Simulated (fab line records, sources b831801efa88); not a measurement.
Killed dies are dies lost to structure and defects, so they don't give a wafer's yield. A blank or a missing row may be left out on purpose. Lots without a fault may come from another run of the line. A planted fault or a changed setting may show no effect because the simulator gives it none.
Which tool did it? | flow sky130 | 24 lots, 72 wafers sampled, at 2 steps of a route of 708

WHAT THE GAUGES READ, wafer by wafer
SKY_PWDE_OVL_MEAS_07.
lot  | measured    | on         | PWDE_OVL (nm)
L074 | day 3 20:10 | overlay-01 | -0.1 -1.1 -1.1
L075 | day 4 04:02 | overlay-02 | -1.1 1.2 -0.1
L076 | day 4 06:54 | overlay-01 | -2.4 -0.9 -1.1
L077 | day 4 12:07 | overlay-01 | -2.6 -1.4 -0.4
L078 | day 4 19:54 | overlay-02 | 0.2 -0.9 -2.2
L079 | day 5 02:18 | overlay-02 | 1.4 0.8 2.5
L080 | day 5 04:04 | overlay-01 | -0.4 -0.6 0.0
L081 | day 5 11:34 | overlay-02 | -1.7 0.2 0.2
L082 | day 5 15:12 | overlay-01 | -0.2 0.7 2.2
L083 | day 5 21:08 | overlay-02 | 0.6 -0.8 1.6
L084 | day 6 03:37 | overlay-01 | -1.4 -0.8 -0.8
L085 | day 6 08:53 | overlay-01 | -0.3 -1.7 -1.1
L086 | day 6 18:52 | overlay-02 | -0.9 -1.0 -0.3
L087 | day 6 19:14 | overlay-02 | -1.1 0.9 0.6
L088 | day 7 03:10 | overlay-01 | -1.7 -1.2 -0.7
L089 | day 7 21:59 | overlay-01 | 1.5 2.2 1.7
L090 | day 8 03:35 | overlay-02 | -2.9 -2.2 -4.1
L092 | day 8 07:25 | overlay-01 | 2.3 1.4 1.3
L091 | day 8 08:38 | overlay-02 | 0.1 -0.7 1.1
L093 | day 8 11:02 | overlay-01 | -0.9 -0.1 1.3
L094 | day 8 18:36 | overlay-01 | 0.7 0.6 0.0
L096 | day 9 01:31 | overlay-02 | -0.8 -2.8 0.1
L095 | day 9 02:40 | overlay-01 | -0.2 -0.7 -1.8
L097 | day 9 06:22 | overlay-01 | 1.1 -0.1 1.0

SKY_SONOS_TUNNEL_TW_MEAS_12.
lot  | measured     | on            | SONOS_TUNNEL_TW
L074 | day 11 07:46 | film_metro-03 | 195.6 195.3 196.0
L075 | day 11 18:59 | film_metro-04 | 198.0 197.8 197.5
L076 | day 11 19:55 | film_metro-04 | 198.0 198.1 197.4
L077 | day 12 06:34 | film_metro-03 | 193.8 194.3 193.6
L078 | day 12 16:40 | film_metro-04 | 198.9 198.8 199.8
L079 | day 12 23:58 | film_metro-02 | 197.2 195.0 197.1
L080 | day 13 04:07 | film_metro-03 | 194.2 194.1 194.8
L081 | day 13 12:29 | film_metro-02 | 196.4 197.3 196.7
L082 | day 13 20:46 | film_metro-02 | 195.7 196.0 196.5
L083 | day 14 04:03 | film_metro-03 | 194.8 195.6 195.4
L084 | day 14 11:13 | film_metro-04 | 199.1 199.5 200.0
L085 | day 14 22:45 | film_metro-02 | 196.3 197.4 196.2
L086 | day 15 13:17 | film_metro-03 | 196.5 194.7 195.3
L087 | day 15 13:36 | film_metro-02 | 195.2 196.3 195.3
L088 | day 16 02:10 | film_metro-04 | 198.9 198.2 197.0
L089 | day 17 03:04 | film_metro-04 | 198.1 199.2 198.9
L090 | day 17 07:49 | film_metro-02 | 196.9 196.7 197.3
L092 | day 17 16:08 | film_metro-04 | 199.3 198.1 200.1
L091 | day 17 18:39 | film_metro-04 | 198.8 197.3 198.0
L093 | day 17 22:53 | film_metro-03 | 194.8 194.3 195.8
L094 | day 18 09:55 | film_metro-03 | 196.0 194.7 196.3
L096 | day 18 18:19 | film_metro-02 | 196.6 196.1 197.0
L095 | day 18 19:30 | film_metro-03 | 195.4 196.4 196.0
L097 | day 19 03:31 | film_metro-02 | 194.6 197.2 195.3

WHICH TOOL RAN EACH LOT (tool, then ch and the chambers of the sampled wafers, then the start)
The record holds no process step before these readings.

WHAT THE TOOLS THEMSELVES READ (means of the sampled wafers that have a number; where no wafer has one, the mark that the record gives instead)
The record holds no such reading with a usual standard deviation.

THE ANSWER, worked out from the rows above alone
Rule: what is usual is taken from the lots themselves. Put in order of their means at a reading, lots are off if they are a third of the lots or fewer, leave a main group of 4 or more, and stand apart from it by a gap of 3 or more times the standard deviation of the main group's means; of several such gaps the widest counts. A main group whose means are all the same, to the digits that the tables above print for the reading, isn't used. A lot without any number at a reading at which 4 lots or more have one is off too. The other lots that the step has rows for count as sound. The gauges are gone through in route order, then the tools' own readings, and for those a lot's mean is taken as printed above. The first step at which some lot is off is used, and at that step the reading that is off furthest; a lot without a number counts as furthest.
No lot is off at any reading shown: from this, nothing can be told.

WHAT THE SIMULATOR HAD PUT IN
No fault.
